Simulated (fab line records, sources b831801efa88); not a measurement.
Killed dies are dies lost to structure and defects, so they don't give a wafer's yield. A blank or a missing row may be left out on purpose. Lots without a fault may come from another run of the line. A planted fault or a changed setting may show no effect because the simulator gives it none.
fab line records | flow sky130
record lots=12 wafers=36 last_day=50
route steps=708 shown VIA1@461 METAL2@484 VIA2@515
lots that met no fault: from a run of the same line without faults
start_h: hours from the record's first day to the start of the lot's first wafer shown | wait_h: hours since the lot's step before | " the same as in the row above | L1.1+2: a row that stands for several wafers | - no value, or no start given | * or withheld: withheld | < > ~ a bound
route shown NAME@n: a module of which the file shows steps, and the number in the route of the first | usual: mean/standard deviation of fault-free wafers | same: alike in all rows | chamber/n: place in a boat | sites: the reading at each site | _std_site: their standard deviation | _edge_site: outer sites' mean less inner sites' | radius_mm: how far each site lies from the wafer's centre | mask NAME#n: copy n | behind: the tool/chamber that last shaped the wafer | hold: why the lot was held/for how many hours/how that ended | device: the transistor (n, p or np) that didn't switch | end of line: the same wafers' tests at the end of the route | a step without rows: its recipe alone | killed: dies lost to structure and defects at the first sort, not the wafer's yield | map: a wafer's dies, x killed, . not, _ none there
set.NAME: the setting as run; set.NAME@STEP: as run at that earlier step | model.NAME: the simulator's own value behind a step, which no gauge read
steps of the route over a sample of lots; a table a step, a row a wafer
services: from which hour (start_h, from the record's first day; less than 0 if before it) a tool's chamber was out of use, for how many hours, and why
## steps
# step SKY_VIA1_BOW_MEAS_03
# recipe mode=bow
# usual VIA1_BOW=81/7.2
# columns lot.wafer tool chamber start_h wait_h VIA1_BOW[um]
L302.2 film_metro-03 - 767.37 0.3 91
L302.4 " - " " 93
L302.5 " - " " 79
L303.1 film_metro-03 - 770.64 0.2 77
L303.2 " - " " 64
L303.3 " - " " 72
L304.1 film_metro-01 - 780.86 0.2 69
L304.2 " - " " 78
L304.6 " - " " 85
L305.2 film_metro-01 - 791.96 0.2 76
L305.4 " - " " 74
L305.6 " - " " 79
L306.2 film_metro-03 - 800.84 0.3 89
L306.5 " - " " 83
L306.6 " - " " 70
L307.1 film_metro-01 - 805.39 0.2 94
L307.3 " - " " 89
L307.6 " - " " 82
L308.1 film_metro-02 - 821.34 0.2 85
L308.4 " - " " 86
L308.5 " - " " 71
L309.1 film_metro-02 - 826.95 0.2 77
L309.2 " - " " 72
L309.4 " - " " 69
L315.1 film_metro-03 - 872.57 0.1 77
L315.3 " - " " 69
L315.6 " - " " 76
L317.1 film_metro-01 - 901.56 0.2 81
L317.4 " - " " 78
L317.5 " - " " 75
L322.3 film_metro-03 - 917.42 0.2 95
L322.5 " - " " 85
L322.6 " - " " 78
L324.1 film_metro-01 - 937.34 0.2 74
L324.2 " - " " 93
L324.3 " - " " 67
# step SKY_METAL2_SPUTTER_01
# recipe material=TiN target_thk_nm=20 power_w=6755 time_s=16.7 chamber_pressure_pa=0.4
# usual throttle_valve_pct=30.6/1
# columns lot.wafer tool chamber start_h wait_h throttle_valve_pct
L302.2 pvd_sputter-03 - 795.42 0.0 32.0
L302.4 " - " " 31.7
L302.5 " - " " 29.9
L303.1 pvd_sputter-02 - 798.96 0.0 30.3
L303.2 " - " " 31.2
L303.3 " - " " 30.0
L304.1 pvd_sputter-01 - 809.12 0.0 32.0
L304.2 " - " " 31.4
L304.6 " - " " 31.6
L305.2 pvd_sputter-01 - 819.40 0.0 30.3
L305.4 " - " " 31.8
L305.6 " - " " 29.7
L306.2 pvd_sputter-03 - 828.38 0.0 29.8
L306.5 " - " " 29.8
L306.6 " - " " 32.1
L307.1 pvd_sputter-01 - 833.32 0.0 31.3
L307.3 " - " " 28.8
L307.6 " - " " 29.2
L308.1 pvd_sputter-03 - 849.28 0.0 32.0
L308.4 " - " " 30.3
L308.5 " - " " 29.9
L309.1 pvd_sputter-01 - 854.11 0.0 30.2
L309.2 " - " " 29.3
L309.4 " - " " 31.5
L315.1 pvd_sputter-02 - 899.96 0.0 29.8
L315.3 " - " " 30.5
L315.6 " - " " 29.6
L317.1 pvd_sputter-02 - 927.87 0.0 31.2
L317.4 " - " " 30.4
L317.5 " - " " 29.8
L322.3 pvd_sputter-01 - 943.88 0.0 29.0
L322.5 " - " " 31.5
L322.6 " - " " 32.0
L324.1 pvd_sputter-03 - 963.53 0.0 30.5
L324.2 " - " " 31.8
L324.3 " - " " 29.8
# step SKY_VIA2_SOFTBAKE_08
# recipe temp_c=100 time_s=90 resist=KrF-thick
# usual heater_power_total_W=57.36/0.11 resist_line_temp_C=23.01/0.11 run_length_s=119.26/0.17
# columns lot.wafer tool chamber start_h wait_h heater_power_total_W resist_line_temp_C run_length_s
L302.2 litho_track-02 0 837 - 57.47 23.00 119.38
L302.4 " 0 " " 57.33 23.05 119.09
L302.5 " 0 " " 57.20 22.92 119.05
L303.1 litho_track-02 0 840 - 57.38 23.00 119.17
L303.2 " 0 " " 57.36 23.01 119.21
L303.3 " 0 " " 57.42 22.98 119.08
L304.1 litho_track-01 0 849 - 57.23 23.04 119.55
L304.2 " 0 " " 57.26 22.89 119.33
L304.6 " 0 " " 57.46 23.01 119.24
L305.2 litho_track-04 0 860 - 57.17 22.85 119.62
L305.4 " 0 " " 57.31 22.98 119.38
L305.6 " 0 " " 57.35 22.90 119.29
L306.2 litho_track-04 0 869 - 57.45 23.05 119.50
L306.5 " 0 " " 57.31 23.01 119.26
L306.6 " 0 " " 57.32 23.07 119.42
L307.1 litho_track-02 0 873 - 57.31 23.22 119.02
L307.3 " 0 " " 57.51 23.05 119.11
L307.6 " 0 " " 57.38 23.15 119.17
L308.1 litho_track-02 0 889 - 57.36 23.07 119.01
L308.4 " 0 890 - 57.29 23.06 119.12
L308.5 " 0 " " 57.49 22.94 119.27
L309.1 litho_track-04 0 895 - 57.25 22.83 119.48
L309.2 " 0 " " 57.10 22.85 119.24
L309.4 " 0 " " 57.25 22.76 119.48
L315.1 litho_track-02 0 938 - 58.99 23.08 111.44
L315.3 " 0 " " 59.16 22.90 111.59
L315.6 " 0 939 - 59.13 22.90 111.59
L317.1 litho_track-02 0 965 - 59.12 23.19 111.46
L317.4 " 0 " " 59.23 23.11 111.58
L317.5 " 0 " " 58.91 22.98 111.61
L322.3 litho_track-01 0 982 - 57.36 23.16 119.27
L322.5 " 0 " " 57.32 23.02 119.28
L322.6 " 0 " " 57.20 23.04 119.29
L324.1 litho_track-01 0 1000 - 57.26 23.00 119.26
L324.2 " 0 " " 57.29 22.96 119.37
L324.3 " 0 " " 57.46 22.93 119.38
# step SKY_VIA2_STRIP_16
# recipe chemistry=O2/N2 power_w=1400 pressure_mtorr=1500 platen_temp_c=withheld o2_flow_sccm=3000 n2_flow_sccm=300 overash_fraction=0.5
# usual drypump_motor_current_A=5.7/0.46 oes_product_au=0.399/0.0045 strip_time_to_endpoint_s=4.053/0.025
# columns lot.wafer tool chamber start_h wait_h drypump_motor_current_A oes_product_au rf_hours_counter_h strip_time_to_endpoint_s
L302.2 plasma_asher-02 0 850.89 0.0 5.1 0.391 105 4.039
L302.4 " 1 " " 5.2 0.403 - 4.064
L302.5 " 0 " " 5.1 0.395 - 4.053
L303.1 plasma_asher-03 1 853.25 0.0 5.9 0.399 38 4.024
L303.2 " 0 " " 6.3 0.401 38 4.051
L303.3 " 1 " " 5.9 0.398 - 4.007
L304.1 plasma_asher-04 0 863.20 0.0 6.3 0.392 12 4.109
L304.2 " 1 " " 5.6 0.390 12 4.041
L304.6 " 0 " " 6.2 0.398 - 4.078
L305.2 plasma_asher-04 0 874.45 0.0 6.2 0.402 13 4.061
L305.4 " 1 " " 5.5 0.407 - 4.066
L305.6 " 1 " " 5.5 0.403 - 4.048
L306.2 plasma_asher-04 0 882.55 0.0 6.2 0.400 14 4.081
L306.5 " 1 " " 5.6 0.395 - 4.105
L306.6 " 0 " " 6.2 0.405 - 4.102
L307.1 plasma_asher-02 1 886.60 0.0 5.2 0.405 109 4.058
L307.3 " 0 " " 5.1 0.401 - 4.055
L307.6 " 1 " " 5.2 0.391 - 4.044
L308.1 plasma_asher-04 0 902.85 0.0 6.2 0.399 16 4.051
L308.4 " 0 " " 6.2 0.402 - 4.068
L308.5 " 1 " " 5.5 0.402 - 4.031
L309.1 plasma_asher-03 0 908.10 0.0 6.3 0.404 43 4.088
L309.2 " 1 " " 5.9 0.396 43 4.106
L309.4 " 1 " " 5.9 0.405 - 4.094
L315.1 plasma_asher-03 1 952.19 0.0 5.9 0.400 48 4.053
L315.3 " 0 " " 6.4 0.397 - 4.020
L315.6 " 1 " " 5.9 0.405 - 4.029
L317.1 plasma_asher-02 1 977.20 0.0 5.2 0.404 118 4.032
L317.4 " 0 " " 5.2 0.401 - 4.066
L317.5 " 0 " " 5.1 0.397 - 4.056
L322.3 plasma_asher-04 0 994.14 0.1 6.2 0.392 - 4.056
L322.5 " 1 " " 5.5 0.391 - 4.036
L322.6 " 0 " " 6.2 0.399 - 4.055
L324.1 plasma_asher-04 0 1012.90 0.0 6.2 0.405 27 4.063
L324.2 " 1 " " 5.5 0.395 27 4.076
L324.3 " 0 " " 6.2 0.401 - 4.081
## services
# columns tool chamber start_h hours kind
pvd_sputter-01 - 775.56 2.4 repair
plasma_asher-02 - 783.75 1.5 repair
pvd_sputter-03 - 796.38 8.3 repair
plasma_asher-03 - 837.45 14.6 pm
plasma_asher-04 - 855.27 1.1 repair
pvd_sputter-02 - 893.60 1.5 repair
plasma_asher-02 - 908.55 1.2 repair
plasma_asher-03 - 961.86 2.7 repair
## key
first_sign step=SKY_VIA2_SOFTBAKE_08 reading=run_length_s direction=down sigmas=45 usual=* struck=*
effect step=SKY_VIA2_SOFTBAKE_08 reading=heater_power_total_W direction=up sigmas=16 usual=* struck=*
met_at SKY_VIA2_SOFTBAKE_08
struck_lots L315,L317
tester_left_out L315
not_acting_at SKY_VIA1_BOW_MEAS_03,SKY_METAL2_SPUTTER_01,SKY_VIA2_STRIP_16
onset_between 889 938
earlier_fault kind=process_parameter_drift tool=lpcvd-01 chamber=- onset_h=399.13 steps=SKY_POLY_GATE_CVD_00 channel=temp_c offset=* shape=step end_h=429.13 stated=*
fault kind=process_parameter_drift tool=litho_track-02 chamber=- onset_h=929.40 steps=SKY_VIA2_SOFTBAKE_08 channel=time_s offset=* shape=step end_h=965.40 acts_in=* stated=*
# tester_left_out: of these lots the tester's yield and bins aren't shown, on N5 and GAA mostly nor the transistor test; their killed dies are dies lost to structure and defects alone, not to doping, threshold or leakage, so they don't give the yield
